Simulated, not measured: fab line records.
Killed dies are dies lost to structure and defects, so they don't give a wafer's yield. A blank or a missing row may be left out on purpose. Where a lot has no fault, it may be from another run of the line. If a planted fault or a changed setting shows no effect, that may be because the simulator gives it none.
Lot-split experiment ; flow sky130 ; on a route of 708 steps: 5 lots, 27 wafers read

ABOUT THE SPLIT
At SKY_METAL2_SPUTTER_02 (material AlCu, target thk 250 nm, time 13.3 s), the setting time_s was moved away from the recipe's 13.3 s on 9 of the 27 wafers read, by -30.4% to +55.5%. All remaining wafers had this setting at the recipe value.

FROM THE SPLIT TO THE READING: what the file shows between them, 8 steps
- SKY_METAL2_SPUTTER_03: material Ti, target thk 5 nm, time 3.3 s
- SKY_METAL2_SPUTTER_04: material TiN, target thk 70 nm, time 58.3 s
- SKY_METAL2_RS_MEAS_05: measures by four-point-probe
- SKY_METAL2_THK_MEAS_06: measures by xrf
- SKY_METAL2_DEHYDRATE_07: time 60 s
- SKY_METAL2_HMDS_08: prime time 60 s
- SKY_METAL2_DESCUM_17: chemistry O2, time 8 s
- SKY_METAL2_ETCH_18: etches BARC in N2/H2, stops on SiO2, time 45.9 s, target depth 60 nm

THE READING
oes_product_au, in a.u., at SKY_METAL2_METAL_ETCH_19 (etches the open film in Cl2/BCl3, stops on SiO2, target depth 360 nm, time 78 s). On this fab line, fault-free wafers typically give 0.855 a.u. with a standard deviation of 0.0063 a.u.

wafer;tool, chamber at the split;time_s as run, s;against the recipe;oes_product_au, a.u.;against lot-mates on the recipe
L074.2;pvd_sputter-02, -;13.3;recipe;0.852;-
L074.3;pvd_sputter-02, -;13.3;recipe;0.860;-
L074.5;pvd_sputter-02, -;13.3;recipe;0.853;-
L076.1;pvd_sputter-01, -;13.3;recipe;0.839;-
L076.2;pvd_sputter-01, -;20.68;+55.5%;1.002;+0.152
L076.3;pvd_sputter-01, -;20.68;+55.5%;1.010;+0.160
L076.4;pvd_sputter-01, -;13.3;recipe;0.854;-
L076.5;pvd_sputter-01, -;20.68;+55.5%;1.006;+0.156
L076.6;pvd_sputter-01, -;13.3;recipe;0.858;-
L081.1;pvd_sputter-02, -;13.3;recipe;0.857;-
L081.2;pvd_sputter-02, -;13.3;recipe;0.857;-
L081.3;pvd_sputter-02, -;13.3;recipe;0.854;-
L081.4;pvd_sputter-02, -;13.3;recipe;0.859;-
L081.5;pvd_sputter-02, -;13.3;recipe;0.862;-
L081.6;pvd_sputter-02, -;13.3;recipe;0.854;-
L082.1;pvd_sputter-04, -;13.3;recipe;0.849;-
L082.2;pvd_sputter-04, -;13.3;recipe;0.859;-
L082.3;pvd_sputter-04, -;13.3;recipe;0.857;-
L082.4;pvd_sputter-04, -;9.252;-30.4%;0.784;-0.071
L082.5;pvd_sputter-04, -;9.252;-30.4%;0.781;-0.074
L082.6;pvd_sputter-04, -;9.252;-30.4%;0.769;-0.086
L085.1;pvd_sputter-02, -;13.3;recipe;0.848;-
L085.2;pvd_sputter-02, -;9.328;-29.9%;0.794;-0.060
L085.3;pvd_sputter-02, -;9.328;-29.9%;0.793;-0.061
L085.4;pvd_sputter-02, -;13.3;recipe;0.862;-
L085.5;pvd_sputter-02, -;9.328;-29.9%;0.784;-0.070
L085.6;pvd_sputter-02, -;13.3;recipe;0.852;-

THE FIT
A straight line over all 27 wafers: oes_product_au changes by +0.00259 a.u. for each +1% of time_s; r = +0.99; the points scatter about the line by 0.0071 a.u.
The same after taking each lot's own level away (the mean of its wafers on the recipe; 27 wafers): +0.00263 a.u. for each +1%; r = +0.99; scatter 0.0074 a.u.
Per that fit: largest time_s move, reading shift of 0.15 a.u.
From 0.8503 to 0.8572 a.u.: that is the span of the lots' own levels, equal to 1.1 times the standard deviation above.
Hence the lot-to-lot level has little effect on the slope; both slopes agree.
Check: +0.148 a.u. against its lot-mates is what the line predicts for one of the wafers moved furthest among these (+55.5%) when that wafer is left out of the fit. It came out at +0.152 a.u. against them.

THE OTHER SPLITS THESE WAFERS WENT THROUGH
Other splits were also applied to these wafers ahead of the reading. Each is held against what the fit with the lots' levels taken away leaves over:
other split on the same wafers;wafers away from the commonest value;r with oes_product_au (lot level and that fit taken away)
SKY_CONTACT_ETCH_16 time_s;9;-0.33
SKY_METAL1_METAL_ETCH_19 target_depth_a;12;+0.06

THE WHOLE CHAIN: every reading that the file lists as answering this split, in the file's order
step;what it does;reading;change (the file's fit);r (the file's)
SKY_METAL2_SPUTTER_02;material AlCu, target thk 250 nm, time 13.3 s;AlCu_of_METAL2_SPUTTER_02.thk_nm (the simulator's own value, which no gauge read);+2.55 nm for each +1% of the setting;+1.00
SKY_METAL2_RS_MEAS_05;measures by four-point-probe;METAL2_ALCU_RS;-0.00124 for each +1% of the setting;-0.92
SKY_METAL2_THK_MEAS_06;measures by xrf;METAL2_ALCU_THK;+2.54 for each +1% of the setting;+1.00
SKY_METAL2_METAL_ETCH_19;etches the open film in Cl2/BCl3, stops on SiO2, target depth 360 nm, time 78 s;oes_product_au;+0.00263 a.u. for each +1% of the setting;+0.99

FILE'S OWN FIT
oes_product_au changes by +0.00263 a.u. for each +1% of time_s, r = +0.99.
